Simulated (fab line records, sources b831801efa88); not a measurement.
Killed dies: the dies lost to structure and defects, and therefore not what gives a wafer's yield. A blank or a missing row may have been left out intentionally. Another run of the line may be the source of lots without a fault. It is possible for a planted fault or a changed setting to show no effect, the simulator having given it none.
Problem report, 8D (eight disciplines) form, completed by code    flow sfqLine    the parts of the form that need people (team, actions taken, sign-off) are left out

1. WHAT IS WRONG
Mean of rfFwdPowerW at SFQ_TRILAYER_M6_BARC_OPEN_METAL_ETCH_206: 688.3 W across 6 wafers in 2 lots; on wafers with no fault it is 593.9 W (standard deviation 2.2). Measured from the usual mean, that is +43 standard deviations.
The step: etches BARC in O2, target depth 125 nm, time 41.7 s.
First observed at day 78 09:43: wafer L944.1, on rieMetal-03. The record holds 18 wafers of 6 lots with a number at this step. By rule, "out" or "out of limits" means more than 4 standard deviations away from the usual mean. The rest of the wafers with a number are treated as sound.

2. WHAT IT IS; WHAT IT IS NOT
question                     is                      is not
which readings at this step  rfFwdPowerW             drypumpMotorCurrentA, oesProductAu
which lots                   L944, L947              L940, L945, L949, L956
which wafers of those lots   all that have a number  -
read on which tools          rieMetal-03             rieMetal-02, rieMetal-04
when                         from day 78 09:43       up to then (3 sound wafers); but 9 sound wafers of L945, L949, L956 came after

3. THE SUSPECTS, EACH WITH WHAT RULES IT OUT
Counting: a tool stays on the suspect list if, at a process step up to the reading, it processed all lots that are out and no sound lot following the first of them.
- rieMetal-03 at SFQ_TRILAYER_M6_BARC_OPEN_METAL_ETCH_206 (etches BARC in O2, target depth 125 nm, time 41.7 s): kept. It ran every lot that is out, first L944 (day 78 09:43), and no sound lot after that; its last sound lot up to then is L940 (day 78 02:31). Out on those wafers are its own readings of rfFwdPowerW.
After counting, what remains is rieMetal-03 at SFQ_TRILAYER_M6_BARC_OPEN_METAL_ETCH_206.

4. THE CAUSE (what the simulator had put in)
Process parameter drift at SFQ_TRILAYER_M6_BARC_OPEN_METAL_ETCH_206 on rieMetal-03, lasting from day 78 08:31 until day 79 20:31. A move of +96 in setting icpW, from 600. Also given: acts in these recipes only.
The count eliminated every tool but this one.

5. SEQUENCE OF EFFECTS, ordered by route
Rows list readings where the struck wafers' mean (over those with a number) sits beyond 3 standard deviations from the usual. Scope: only readings with a usual standard deviation given in the record; hours: median across lots of the time from each lot's start at the first step in this table that gives one to its start at this step; sigmas: change in usual standard deviations.
hours  step                                      reading      usual    on struck wafers  change  sigmas
0      SFQ_TRILAYER_M6_BARC_OPEN_METAL_ETCH_206  rfFwdPowerW  593.9 W  688.3             +94.4   +43
Here are the process steps it includes:
- SFQ_TRILAYER_M6_BARC_OPEN_METAL_ETCH_206: etches BARC in O2, target depth 125 nm, time 41.7 s.

6. HOW IT WOULD HAVE BEEN CAUGHT EARLIER
In this record the first reading out of limits was taken at day 78 09:43, 1 hour after the fault began at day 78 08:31.
